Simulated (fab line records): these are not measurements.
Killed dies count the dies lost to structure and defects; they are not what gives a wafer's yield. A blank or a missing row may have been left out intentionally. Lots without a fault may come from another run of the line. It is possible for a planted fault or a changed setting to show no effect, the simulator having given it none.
A single fault, viewed from 2 desks || flow sky130 || each desk holds nothing but its own numbers, with what lay behind them at the end

## FOR THE TOOL OWNER'S DESK: implanter-03
SKY_LDD_N_IMPLANT_15, tool's own readings: per-lot mean of the sampled wafers with a number, covering each lot this tool ran. Marked OUT: a lot whose mean sits more than 4 standard deviations from the usual mean, which makes it out of limits; the brackets give that distance.
Columns: A = doseIonsCm2 at SKY_LDD_N_IMPLANT_15, usual 4.999e+12; B = endStationPressureTorr at SKY_LDD_N_IMPLANT_15, usual 5.01e-06 Torr; C = faradayCurrentUA at SKY_LDD_N_IMPLANT_15, usual 28.2
{"lot": "L621", "first seen here": "day 18 12:11", "A": 5.003e+12, "B": 5.03e-06, "C": 28.0}
{"lot": "L628", "first seen here": "day 21 04:14", "A": 4.997e+12, "B": 5.04e-06, "C": 28.2}
{"lot": "L632", "first seen here": "day 22 18:47", "A": 4.999e+12, "B": 4.94e-06, "C": 28.5}
{"lot": "L636", "first seen here": "day 24 13:41", "A": "6.990e+11 (-99 or more) OUT", "B": 4.98e-06, "C": "4.0 (-48) OUT"}
{"lot": "L638", "first seen here": "day 24 18:34", "A": "7.017e+11 (-99 or more) OUT", "B": 4.81e-06, "C": "4.0 (-48) OUT"}
This desk's verdict: out of limits on L636, L638, starting with L636 at day 24 13:41 (doseIonsCm2 at SKY_LDD_N_IMPLANT_15). In limits: L621, L628, L632.

## FROM THE METROLOGY DESK
Lot by lot, what the gauges showed, no matter which tool ran the lot: averages of those sampled wafers that carry a number. Marked OUT: a lot whose mean sits more than 4 standard deviations from the usual mean, which makes it out of limits; the brackets give that distance.
Columns: A = cdNm at SKY_POLY_GATE_CD_MEAS_22, usual 150 nm
{"lot": "L619", "first seen here": "day 16 04:52", "A": 149}
{"lot": "L621", "first seen here": "day 17 06:10", "A": 146}
{"lot": "L622", "first seen here": "day 17 10:20", "A": 149}
{"lot": "L627", "first seen here": "day 19 14:32", "A": 151}
{"lot": "L628", "first seen here": "day 19 20:54", "A": 149}
{"lot": "L629", "first seen here": "day 20 04:49", "A": 153}
{"lot": "L632", "first seen here": "day 21 10:59", "A": 154}
{"lot": "L636", "first seen here": "day 23 06:46", "A": 149}
{"lot": "L638", "first seen here": "day 23 11:54", "A": 154}
{"lot": "L642", "first seen here": "day 25 09:11", "A": 149}
{"lot": "L641", "first seen here": "day 25 10:46", "A": 150}
{"lot": "L640", "first seen here": "day 25 10:53", "A": 149}
This desk found nothing out of limits on any of the 12 lots.

## BROUGHT TOGETHER
The tool owner's desk had the chance to raise an alarm at day 24 13:41 on L636, L638.
The metrology desk saw nothing out of limits.
The metrology desk holds a record of L636, L638, inside its limits.
All the named lots went through SKY_LDD_N_IMPLANT_15 on implanter-03.

## WHAT HAD BEEN PUT IN BY THE SIMULATOR
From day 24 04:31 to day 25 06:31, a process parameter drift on implanter-03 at SKY_LDD_N_IMPLANT_15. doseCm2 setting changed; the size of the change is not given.
Lots struck among those shown: L636, L638.
Each desk's first reading out of limits, in hours after the fault started: the tool owner's desk, 9.
